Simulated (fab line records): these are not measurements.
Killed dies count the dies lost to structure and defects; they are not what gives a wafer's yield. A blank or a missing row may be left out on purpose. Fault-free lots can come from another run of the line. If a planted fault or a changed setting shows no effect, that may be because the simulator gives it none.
What tool caused it? || flow sky130 || 14 lots, 42 wafers sampled, at 7 steps of a route of 708

== WHAT THE GAUGES READ, wafer by wafer ==
SKY_FIELD_ISO_CD_MEAS_13: the cd target is 150 nm. Usual: 149.9 nm for cd_nm, sd 1.7.
{"lot": "L195", "measured": "day 2 05:44", "on": "cd_sem-01", "cd_nm (nm)": "150.3 151.7 152.5", "flag": ""}
{"lot": "L196", "measured": "day 2 10:14", "on": "cd_sem-01", "cd_nm (nm)": "149.7 151.3 150.8", "flag": ""}
{"lot": "L197", "measured": "day 2 15:13", "on": "cd_sem-02", "cd_nm (nm)": "152.5 150.7 151.3", "flag": ""}
{"lot": "L202", "measured": "day 3 19:53", "on": "cd_sem-02", "cd_nm (nm)": "151.4 151.7 151.1", "flag": ""}
{"lot": "L205", "measured": "day 4 07:55", "on": "cd_sem-02", "cd_nm (nm)": "150.5 148.8 149.0", "flag": ""}
{"lot": "L206", "measured": "day 4 14:05", "on": "cd_sem-01", "cd_nm (nm)": "151.3 150.3 151.0", "flag": ""}
{"lot": "L207", "measured": "day 4 20:13", "on": "cd_sem-01", "cd_nm (nm)": "150.0 149.8 149.2", "flag": ""}
{"lot": "L209", "measured": "day 5 05:39", "on": "cd_sem-01", "cd_nm (nm)": "152.8 151.9 151.7", "flag": ""}
{"lot": "L210", "measured": "day 5 12:09", "on": "cd_sem-02", "cd_nm (nm)": "147.4 148.4 148.0", "flag": ""}
{"lot": "L211", "measured": "day 5 16:37", "on": "cd_sem-02", "cd_nm (nm)": "149.2 150.2 150.8", "flag": ""}
{"lot": "L214", "measured": "day 6 08:13", "on": "cd_sem-01", "cd_nm (nm)": "150.1 151.1 150.7", "flag": ""}
{"lot": "L216", "measured": "day 6 19:34", "on": "cd_sem-02", "cd_nm (nm)": "151.8 152.1 150.3", "flag": ""}
{"lot": "L217", "measured": "day 7 05:04", "on": "cd_sem-02", "cd_nm (nm)": "150.7 148.9 150.3", "flag": ""}
{"lot": "L218", "measured": "day 7 11:04", "on": "cd_sem-02", "cd_nm (nm)": "148.9 149.4 148.8", "flag": ""}

SKY_VT_ADJUST_HVTP_CD_MEAS_07: the cd target is 380 nm. Usual: 380.8 nm for cd_nm, sd 2.2.
{"lot": "L195", "measured": "day 6 02:26", "on": "cd_sem-02", "cd_nm (nm)": "382.1 379.4 379.4", "flag": ""}
{"lot": "L196", "measured": "day 6 10:35", "on": "cd_sem-01", "cd_nm (nm)": "381.5 383.4 381.2", "flag": ""}
{"lot": "L197", "measured": "day 6 18:10", "on": "cd_sem-02", "cd_nm (nm)": "379.0 380.0 382.5", "flag": ""}
{"lot": "L202", "measured": "day 8 02:29", "on": "cd_sem-02", "cd_nm (nm)": "380.7 383.1 383.1", "flag": ""}
{"lot": "L205", "measured": "day 8 16:45", "on": "cd_sem-02", "cd_nm (nm)": "- - -", "flag": "OFF"}
{"lot": "L206", "measured": "day 8 23:05", "on": "cd_sem-01", "cd_nm (nm)": "- - -", "flag": "OFF"}
{"lot": "L207", "measured": "day 9 05:13", "on": "cd_sem-01", "cd_nm (nm)": "379.1 377.5 379.3", "flag": ""}
{"lot": "L209", "measured": "day 9 17:03", "on": "cd_sem-02", "cd_nm (nm)": "377.1 377.3 375.1", "flag": ""}
{"lot": "L210", "measured": "day 10 03:06", "on": "cd_sem-01", "cd_nm (nm)": "382.9 382.1 383.8", "flag": ""}
{"lot": "L211", "measured": "day 10 07:19", "on": "cd_sem-02", "cd_nm (nm)": "379.0 381.0 379.7", "flag": ""}
{"lot": "L214", "measured": "day 11 02:22", "on": "cd_sem-01", "cd_nm (nm)": "376.3 376.9 377.9", "flag": ""}
{"lot": "L216", "measured": "day 11 17:37", "on": "cd_sem-01", "cd_nm (nm)": "379.9 379.4 379.4", "flag": ""}
{"lot": "L217", "measured": "day 12 04:07", "on": "cd_sem-01", "cd_nm (nm)": "376.2 375.7 377.8", "flag": ""}
{"lot": "L218", "measured": "day 12 14:04", "on": "cd_sem-02", "cd_nm (nm)": "380.9 379.7 380.1", "flag": ""}

SKY_VT_ADJUST_HVTP_OVL_MEAS_08. Usual: for VT_ADJUST_HVTP_OVL the level is -0.4 nm and the standard deviation is 1.7.
{"lot": "L195", "measured": "day 6 02:32", "on": "overlay-02", "VT_ADJUST_HVTP_OVL (nm)": "2.7 2.2 3.0", "flag": ""}
{"lot": "L196", "measured": "day 6 10:41", "on": "overlay-01", "VT_ADJUST_HVTP_OVL (nm)": "-1.8 -3.6 -2.5", "flag": ""}
{"lot": "L197", "measured": "day 6 18:17", "on": "overlay-01", "VT_ADJUST_HVTP_OVL (nm)": "-0.5 -0.2 -0.7", "flag": ""}
{"lot": "L202", "measured": "day 8 02:35", "on": "overlay-01", "VT_ADJUST_HVTP_OVL (nm)": "2.1 0.4 1.4", "flag": ""}
{"lot": "L205", "measured": "day 8 16:51", "on": "overlay-01", "VT_ADJUST_HVTP_OVL (nm)": "- - -", "flag": "OFF"}
{"lot": "L206", "measured": "day 8 23:11", "on": "overlay-01", "VT_ADJUST_HVTP_OVL (nm)": "- - -", "flag": "OFF"}
{"lot": "L207", "measured": "day 9 05:20", "on": "overlay-02", "VT_ADJUST_HVTP_OVL (nm)": "-1.3 0.4 0.7", "flag": ""}
{"lot": "L209", "measured": "day 9 17:08", "on": "overlay-02", "VT_ADJUST_HVTP_OVL (nm)": "-2.6 -1.9 -3.0", "flag": ""}
{"lot": "L210", "measured": "day 10 03:11", "on": "overlay-01", "VT_ADJUST_HVTP_OVL (nm)": "-1.0 -0.3 -1.6", "flag": ""}
{"lot": "L211", "measured": "day 10 07:26", "on": "overlay-02", "VT_ADJUST_HVTP_OVL (nm)": "-1.0 -0.8 -0.2", "flag": ""}
{"lot": "L214", "measured": "day 11 02:29", "on": "overlay-01", "VT_ADJUST_HVTP_OVL (nm)": "-1.9 -1.6 -0.1", "flag": ""}
{"lot": "L216", "measured": "day 11 17:41", "on": "overlay-02", "VT_ADJUST_HVTP_OVL (nm)": "2.9 3.3 0.8", "flag": ""}
{"lot": "L217", "measured": "day 12 04:14", "on": "overlay-01", "VT_ADJUST_HVTP_OVL (nm)": "-0.8 -0.9 0.6", "flag": ""}
{"lot": "L218", "measured": "day 12 14:11", "on": "overlay-01", "VT_ADJUST_HVTP_OVL (nm)": "-0.7 -1.1 -3.1", "flag": ""}

SKY_VT_ADJUST_HVTP_TW_MEAS_11. Usual: for VT_ADJUST_HVTP_TW the level is 1359 and the standard deviation is 12.
{"lot": "L195", "measured": "day 6 02:49", "on": "film_metro-01", "VT_ADJUST_HVTP_TW": "1373 1365 1373", "flag": ""}
{"lot": "L196", "measured": "day 6 10:58", "on": "film_metro-02", "VT_ADJUST_HVTP_TW": "1362 1358 1364", "flag": ""}
{"lot": "L197", "measured": "day 6 18:34", "on": "film_metro-03", "VT_ADJUST_HVTP_TW": "1342 1346 1348", "flag": ""}
{"lot": "L202", "measured": "day 8 02:52", "on": "film_metro-02", "VT_ADJUST_HVTP_TW": "1368 1368 1371", "flag": ""}
{"lot": "L205", "measured": "day 8 17:08", "on": "film_metro-01", "VT_ADJUST_HVTP_TW": "30 30 30", "flag": "OFF"}
{"lot": "L206", "measured": "day 8 23:29", "on": "film_metro-02", "VT_ADJUST_HVTP_TW": "30 30 30", "flag": "OFF"}
{"lot": "L207", "measured": "day 9 05:37", "on": "film_metro-01", "VT_ADJUST_HVTP_TW": "1362 1365 1357", "flag": ""}
{"lot": "L209", "measured": "day 9 17:26", "on": "film_metro-02", "VT_ADJUST_HVTP_TW": "1374 1369 1369", "flag": ""}
{"lot": "L210", "measured": "day 10 03:29", "on": "film_metro-02", "VT_ADJUST_HVTP_TW": "1364 1363 1368", "flag": ""}
{"lot": "L211", "measured": "day 10 07:43", "on": "film_metro-03", "VT_ADJUST_HVTP_TW": "1347 1350 1346", "flag": ""}
{"lot": "L214", "measured": "day 11 02:46", "on": "film_metro-03", "VT_ADJUST_HVTP_TW": "1342 1343 1342", "flag": ""}
{"lot": "L216", "measured": "day 11 17:59", "on": "film_metro-02", "VT_ADJUST_HVTP_TW": "1362 1364 1359", "flag": ""}
{"lot": "L217", "measured": "day 12 04:31", "on": "film_metro-02", "VT_ADJUST_HVTP_TW": "1363 1358 1361", "flag": ""}
{"lot": "L218", "measured": "day 12 14:28", "on": "film_metro-03", "VT_ADJUST_HVTP_TW": "1335 1329 1329", "flag": ""}

SKY_VT_ADJUST_LVTN_TW_MEAS_10. Usual: for VT_ADJUST_LVTN_TW the level is 241.9 and the standard deviation is 2.3.
{"lot": "L195", "measured": "day 6 20:41", "on": "film_metro-04", "VT_ADJUST_LVTN_TW": "242.8 242.4 242.2", "flag": ""}
{"lot": "L196", "measured": "day 7 06:21", "on": "film_metro-01", "VT_ADJUST_LVTN_TW": "243.4 244.2 244.4", "flag": ""}
{"lot": "L197", "measured": "day 7 15:05", "on": "film_metro-03", "VT_ADJUST_LVTN_TW": "237.6 238.2 237.2", "flag": ""}
{"lot": "L202", "measured": "day 8 23:43", "on": "film_metro-01", "VT_ADJUST_LVTN_TW": "243.8 243.7 243.6", "flag": ""}
{"lot": "L205", "measured": "day 9 15:02", "on": "film_metro-01", "VT_ADJUST_LVTN_TW": "241.1 243.9 241.5", "flag": ""}
{"lot": "L206", "measured": "day 9 20:40", "on": "film_metro-01", "VT_ADJUST_LVTN_TW": "243.3 242.4 242.4", "flag": ""}
{"lot": "L207", "measured": "day 10 03:52", "on": "film_metro-04", "VT_ADJUST_LVTN_TW": "243.8 245.0 243.3", "flag": ""}
{"lot": "L209", "measured": "day 10 16:11", "on": "film_metro-03", "VT_ADJUST_LVTN_TW": "241.5 241.3 241.3", "flag": ""}
{"lot": "L210", "measured": "day 11 02:59", "on": "film_metro-01", "VT_ADJUST_LVTN_TW": "240.8 242.1 241.4", "flag": ""}
{"lot": "L211", "measured": "day 11 07:33", "on": "film_metro-04", "VT_ADJUST_LVTN_TW": "242.3 243.3 242.3", "flag": ""}
{"lot": "L214", "measured": "day 12 03:13", "on": "film_metro-03", "VT_ADJUST_LVTN_TW": "237.8 239.2 239.0", "flag": ""}
{"lot": "L216", "measured": "day 12 18:13", "on": "film_metro-04", "VT_ADJUST_LVTN_TW": "243.4 244.5 243.5", "flag": ""}
{"lot": "L217", "measured": "day 13 05:31", "on": "film_metro-03", "VT_ADJUST_LVTN_TW": "239.5 240.5 239.6", "flag": ""}
{"lot": "L218", "measured": "day 13 16:28", "on": "film_metro-03", "VT_ADJUST_LVTN_TW": "239.8 239.0 239.0", "flag": ""}

== WHAT TOOL EACH LOT RAN ON (gives the tool, then ch and the chambers of the sampled wafers, and finally the start) ==
{"lot": "L195", "SKY_FIELD_ISO_CMP_27": "cmp-01 ch 0,3, day 2 10:38", "SKY_VT_ADJUST_HVTP_DEVELOP_06": "litho_track-03 ch 0, day 6 02:17"}
{"lot": "L196", "SKY_FIELD_ISO_CMP_27": "cmp-01 ch 2,3, day 2 17:48", "SKY_VT_ADJUST_HVTP_DEVELOP_06": "litho_track-04 ch 0, day 6 10:26"}
{"lot": "L197", "SKY_FIELD_ISO_CMP_27": "cmp-01 ch 0,3, day 2 23:14", "SKY_VT_ADJUST_HVTP_DEVELOP_06": "litho_track-01 ch 0, day 6 18:01"}
{"lot": "L202", "SKY_FIELD_ISO_CMP_27": "cmp-02 ch 1,2, day 4 01:40", "SKY_VT_ADJUST_HVTP_DEVELOP_06": "litho_track-03 ch 0, day 8 02:20"}
{"lot": "L205", "SKY_FIELD_ISO_CMP_27": "cmp-01 ch 1,2,3, day 4 12:57", "SKY_VT_ADJUST_HVTP_DEVELOP_06": "litho_track-01 ch 0, day 8 16:37"}
{"lot": "L206", "SKY_FIELD_ISO_CMP_27": "cmp-02 ch 0,3, day 4 19:35", "SKY_VT_ADJUST_HVTP_DEVELOP_06": "litho_track-01 ch 0, day 8 22:56"}
{"lot": "L207", "SKY_FIELD_ISO_CMP_27": "cmp-01 ch 0,2,3, day 5 00:01", "SKY_VT_ADJUST_HVTP_DEVELOP_06": "litho_track-04 ch 0, day 9 05:04"}
{"lot": "L209", "SKY_FIELD_ISO_CMP_27": "cmp-01 ch 1,2, day 5 10:21", "SKY_VT_ADJUST_HVTP_DEVELOP_06": "litho_track-04 ch 0, day 9 16:55"}
{"lot": "L210", "SKY_FIELD_ISO_CMP_27": "cmp-01 ch 1,2,3, day 5 17:22", "SKY_VT_ADJUST_HVTP_DEVELOP_06": "litho_track-03 ch 0, day 10 02:58"}
{"lot": "L211", "SKY_FIELD_ISO_CMP_27": "cmp-01 ch 1,2,3, day 5 21:16", "SKY_VT_ADJUST_HVTP_DEVELOP_06": "litho_track-03 ch 0, day 10 07:10"}
{"lot": "L214", "SKY_FIELD_ISO_CMP_27": "cmp-02 ch 2,3, day 6 11:44", "SKY_VT_ADJUST_HVTP_DEVELOP_06": "litho_track-04 ch 0, day 11 02:13"}
{"lot": "L216", "SKY_FIELD_ISO_CMP_27": "cmp-01 ch 0,3, day 6 23:02", "SKY_VT_ADJUST_HVTP_DEVELOP_06": "litho_track-03 ch 0, day 11 17:29"}
{"lot": "L217", "SKY_FIELD_ISO_CMP_27": "cmp-01 ch 0,1,3, day 7 08:39", "SKY_VT_ADJUST_HVTP_DEVELOP_06": "litho_track-03 ch 0, day 12 03:58"}
{"lot": "L218", "SKY_FIELD_ISO_CMP_27": "cmp-02 ch 1,3, day 7 16:05", "SKY_VT_ADJUST_HVTP_DEVELOP_06": "litho_track-03 ch 0, day 12 13:55"}
- SKY_FIELD_ISO_CMP_27: polishes, stops on Si3N4, t overpolish 16 s, target thk 457.8 nm.
- SKY_VT_ADJUST_HVTP_DEVELOP_06: develop time 60 s.

== WHAT THE TOOLS THEMSELVES READ (means of the sampled wafers that have a number; where no wafer has one, the mark that the record gives instead) ==
SKY_FIELD_ISO_CMP_27. Usual: edge_zone_pressure_frac 1.001, standard deviation 0.0056; head_pressure_psi 4.000 psi, standard deviation 0.0082; motor_current_A 12.0 A, standard deviation 1.5; overpolish_run_s 15.999 s, standard deviation 0.0083; time_to_endpoint_s 113 s, standard deviation 3.3.
{"lot": "L195", "tool": "cmp-01", "edge_zone_pressure_frac": 1.002, "head_pressure_psi (psi)": 3.996, "motor_current_A (A)": 11.5, "overpolish_run_s (s)": 16.005, "time_to_endpoint_s (s)": 114, "flag": ""}
{"lot": "L196", "tool": "cmp-01", "edge_zone_pressure_frac": 1.004, "head_pressure_psi (psi)": 3.997, "motor_current_A (A)": 12.0, "overpolish_run_s (s)": 15.995, "time_to_endpoint_s (s)": 107, "flag": ""}
{"lot": "L197", "tool": "cmp-01", "edge_zone_pressure_frac": 1.006, "head_pressure_psi (psi)": 4.001, "motor_current_A (A)": 11.0, "overpolish_run_s (s)": 15.996, "time_to_endpoint_s (s)": 112, "flag": ""}
{"lot": "L202", "tool": "cmp-02", "edge_zone_pressure_frac": 1.006, "head_pressure_psi (psi)": 4.010, "motor_current_A (A)": 10.1, "overpolish_run_s (s)": 15.999, "time_to_endpoint_s (s)": 113, "flag": ""}
{"lot": "L205", "tool": "cmp-01", "edge_zone_pressure_frac": 0.998, "head_pressure_psi (psi)": 3.995, "motor_current_A (A)": 12.5, "overpolish_run_s (s)": 16.003, "time_to_endpoint_s (s)": 111, "flag": ""}
{"lot": "L206", "tool": "cmp-02", "edge_zone_pressure_frac": 1.005, "head_pressure_psi (psi)": 4.000, "motor_current_A (A)": 11.8, "overpolish_run_s (s)": 16.010, "time_to_endpoint_s (s)": 115, "flag": ""}
{"lot": "L207", "tool": "cmp-01", "edge_zone_pressure_frac": 0.997, "head_pressure_psi (psi)": 3.993, "motor_current_A (A)": 12.7, "overpolish_run_s (s)": 15.999, "time_to_endpoint_s (s)": 110, "flag": ""}
{"lot": "L209", "tool": "cmp-01", "edge_zone_pressure_frac": 1.002, "head_pressure_psi (psi)": 4.003, "motor_current_A (A)": 13.4, "overpolish_run_s (s)": 16.002, "time_to_endpoint_s (s)": 112, "flag": ""}
{"lot": "L210", "tool": "cmp-01", "edge_zone_pressure_frac": 1.000, "head_pressure_psi (psi)": 4.011, "motor_current_A (A)": 12.5, "overpolish_run_s (s)": 15.996, "time_to_endpoint_s (s)": 113, "flag": ""}
{"lot": "L211", "tool": "cmp-01", "edge_zone_pressure_frac": 1.000, "head_pressure_psi (psi)": 3.999, "motor_current_A (A)": 12.5, "overpolish_run_s (s)": 15.992, "time_to_endpoint_s (s)": 114, "flag": ""}
{"lot": "L214", "tool": "cmp-02", "edge_zone_pressure_frac": 0.994, "head_pressure_psi (psi)": 4.002, "motor_current_A (A)": 12.7, "overpolish_run_s (s)": 15.994, "time_to_endpoint_s (s)": 112, "flag": ""}
{"lot": "L216", "tool": "cmp-01", "edge_zone_pressure_frac": 0.994, "head_pressure_psi (psi)": 4.004, "motor_current_A (A)": 11.1, "overpolish_run_s (s)": 15.993, "time_to_endpoint_s (s)": 114, "flag": ""}
{"lot": "L217", "tool": "cmp-01", "edge_zone_pressure_frac": 1.003, "head_pressure_psi (psi)": 4.004, "motor_current_A (A)": 11.7, "overpolish_run_s (s)": 16.002, "time_to_endpoint_s (s)": 111, "flag": ""}
{"lot": "L218", "tool": "cmp-02", "edge_zone_pressure_frac": 0.995, "head_pressure_psi (psi)": 4.003, "motor_current_A (A)": 10.2, "overpolish_run_s (s)": 16.004, "time_to_endpoint_s (s)": 111, "flag": ""}

SKY_VT_ADJUST_HVTP_DEVELOP_06. Usual: 23.02 C for developer_temp_C, sd 0.11.
{"lot": "L195", "tool": "litho_track-03", "developer_temp_C (C)": 22.83, "flag": ""}
{"lot": "L196", "tool": "litho_track-04", "developer_temp_C (C)": 23.01, "flag": ""}
{"lot": "L197", "tool": "litho_track-01", "developer_temp_C (C)": 22.97, "flag": ""}
{"lot": "L202", "tool": "litho_track-03", "developer_temp_C (C)": 22.93, "flag": ""}
{"lot": "L205", "tool": "litho_track-01", "developer_temp_C (C)": 22.95, "flag": ""}
{"lot": "L206", "tool": "litho_track-01", "developer_temp_C (C)": 23.00, "flag": ""}
{"lot": "L207", "tool": "litho_track-04", "developer_temp_C (C)": 23.26, "flag": ""}
{"lot": "L209", "tool": "litho_track-04", "developer_temp_C (C)": 23.08, "flag": ""}
{"lot": "L210", "tool": "litho_track-03", "developer_temp_C (C)": 23.15, "flag": ""}
{"lot": "L211", "tool": "litho_track-03", "developer_temp_C (C)": 22.98, "flag": ""}
{"lot": "L214", "tool": "litho_track-04", "developer_temp_C (C)": 23.02, "flag": ""}
{"lot": "L216", "tool": "litho_track-03", "developer_temp_C (C)": 22.98, "flag": ""}
{"lot": "L217", "tool": "litho_track-03", "developer_temp_C (C)": 23.02, "flag": ""}
{"lot": "L218", "tool": "litho_track-03", "developer_temp_C (C)": 23.05, "flag": ""}

== THE ANSWER, worked out from the rows above alone ==
Rule: a lot is off if the mean of its wafers that have a number lies more than 3 standard deviations from the usual mean. Also off: a lot with no number at a reading for which 4 or more lots have one. All remaining lots with rows at the step are treated as sound. The gauges are gone through in route order, then the tools' own readings, and for those a lot's mean is taken as printed above. At the first step where some lot is off, the reading lying furthest off is the one used; lots without a number count as furthest.
Off, at SKY_VT_ADJUST_HVTP_CD_MEAS_07 on cd_nm: L205, L206. Without a number there: L205, L206.
If a tool, at a process step before that reading, ran all the lots that are off and no sound lot after the first of them, it fits. The gauges at SKY_VT_ADJUST_HVTP_CD_MEAS_07 aren't tried: what is off there is off at SKY_VT_ADJUST_HVTP_OVL_MEAS_08 too, on other tools, and a gauge's error can't cause that. One candidate fits, namely litho_track-01 at SKY_VT_ADJUST_HVTP_DEVELOP_06. A fault onset in the window from L197 (day 6 18:01, its last sound lot) to L205 (day 8 16:37, its first lot off) fits.

== WHAT WAS PUT IN BY THE SIMULATOR ==
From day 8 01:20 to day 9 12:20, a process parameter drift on litho_track-01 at SKY_VT_ADJUST_HVTP_DEVELOP_06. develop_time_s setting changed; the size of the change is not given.
Shown lots that were struck: L205, L206. This agrees with what the rule above found.
